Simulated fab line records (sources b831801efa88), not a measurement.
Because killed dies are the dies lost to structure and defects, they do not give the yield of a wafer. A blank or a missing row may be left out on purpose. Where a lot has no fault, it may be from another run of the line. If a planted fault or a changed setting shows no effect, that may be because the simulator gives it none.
Which tool was responsible? | flow gf180mcu | 36 wafers from 12 lots sampled at 2 of the route's 602 steps

== WHAT EACH GAUGE READ, for each wafer ==
GF_V3_CD_MEAS_14: target cd 260 nm.
lot  | measured     | on        | cd_nm (nm)
L075 | day 22 16:14 | cd_sem-01 | 260.5 260.9 261.1
L077 | day 23 09:31 | cd_sem-02 | 260.1 259.6 260.2
L079 | day 24 14:25 | cd_sem-02 | 258.4 259.2 258.1
L083 | day 25 20:26 | cd_sem-01 | 261.0 260.7 260.8
L082 | day 25 21:46 | cd_sem-01 | 259.3 259.1 259.6
L085 | day 26 16:28 | cd_sem-01 | 260.7 260.5 260.7
L088 | day 26 23:25 | cd_sem-01 | 259.7 260.3 260.3
L091 | day 27 14:46 | cd_sem-01 | 259.2 260.1 259.8
L090 | day 27 19:32 | cd_sem-01 | 259.0 259.7 258.8
L093 | day 28 07:47 | cd_sem-02 | 261.5 261.7 262.2
L095 | day 28 17:56 | cd_sem-01 | 260.0 261.4 261.5
L097 | day 29 07:40 | cd_sem-02 | 263.5 261.9 263.3

== EACH LOT AND THE TOOL THAT RAN IT (in order: tool; ch and the chambers of the sampled wafers; start) ==
lot  | GF_V2_SPUTTER_21
L075 | pvd_sputter-04, day 20 15:24
L077 | pvd_sputter-03, day 21 09:50
L079 | pvd_sputter-01, day 22 16:28
L083 | pvd_sputter-04, day 23 22:52
L082 | pvd_sputter-01, day 24 00:46
L085 | pvd_sputter-03, day 24 19:54
L088 | pvd_sputter-04, day 25 03:24
L091 | pvd_sputter-03, day 25 20:44
L090 | pvd_sputter-03, day 26 01:31
L093 | pvd_sputter-04, day 26 14:50
L095 | pvd_sputter-01, day 27 00:58
L097 | pvd_sputter-04, day 27 15:09
- GF_V2_SPUTTER_21: material Ti, target thk 15 nm, time 80.02 s.

== THE ANSWER, worked out from the rows above alone ==
Rule: the lots themselves supply what counts as usual. The widest of any qualifying gaps counts: lots, ordered by their means at a reading, are off when they make up no more than a third of the lots, leave a main group of 4 or more, and stand apart from it by 3 or more times the standard deviation of that group's means. If all means in a main group match to the digits the tables above print for the reading, that group is not used. A lot without any number at a reading at which 4 lots or more have one is off too. The other lots that the step has rows for count as sound.
None of the lots is off at any reading shown; this tells nothing.

== WHAT THE SIMULATOR HAD PUT IN ==
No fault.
